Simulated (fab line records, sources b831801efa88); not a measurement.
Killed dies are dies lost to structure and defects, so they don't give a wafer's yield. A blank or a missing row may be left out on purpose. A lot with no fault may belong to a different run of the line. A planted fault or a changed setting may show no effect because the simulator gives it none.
Chamber matching	flow gf180mcu	GF_V2_CVD_02 on pecvd-02 has 3 sister chambers
The step deposits SiO2 from TEOS, target thk 850 nm, time 94.851 s. 6 wafers are shown with their chamber, then 9 later ones without.

== EACH WAFER AND ITS CHAMBER ==
wafer	chamber	heaterPowerW (W)	susceptorTempC (C)
L086.2	2	555	399.43
L086.4	0	694	399.59
L088.1	0	599	399.59
L090.3	1	528	400.16
L090.4	2	593	399.81
L090.6	1	590	399.88

== WAFERS WITHOUT THEIR CHAMBER ==
wafer	heaterPowerW (W)	susceptorTempC (C)
L091.2	531	400.35
L091.4	450	400.16
L091.6	656	400.17
L094.1	537	399.83
L094.3	566	399.87
L094.6	635	400.00
L096.3	514	399.83
L096.5	563	400.49
L096.6	575	400.00

== WHICH CHAMBER EACH WENT THROUGH ==
wafer	from the rows above	in truth
L091.2	1	1
L091.4	can't be placed: 1 or 2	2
L091.6	can't be placed: 1 or 0 or 2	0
L094.1	can't be placed: 1 or 2 or 0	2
L094.3	can't be placed: 1 or 2 or 0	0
L094.6	can't be placed: 1 or 0 or 2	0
L096.3	can't be placed: 1 or 2 or 0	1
L096.5	1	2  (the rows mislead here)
L096.6	can't be placed: 1 or 2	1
Correct placement for 1 of the 9. These rows do not allow placing 7 (true chamber among the candidates in 7). 1 placed wrongly.
How it was worked out, from the rows above alone: a wafer's distance from a chamber is the root of the sum, over the readings, of the square of ((its reading less the chamber's mean) divided by the reading's scatter). If the next closest chamber is less than 2 further off than the closest, the wafer can't be placed; otherwise it belongs to the closest. Each chamber's mean is taken over the wafers shown for it. How the scatter is found: for the shown wafers, subtract from each reading the mean of its chamber, square and add these, divide the total by (wafers less chambers), then take the root.
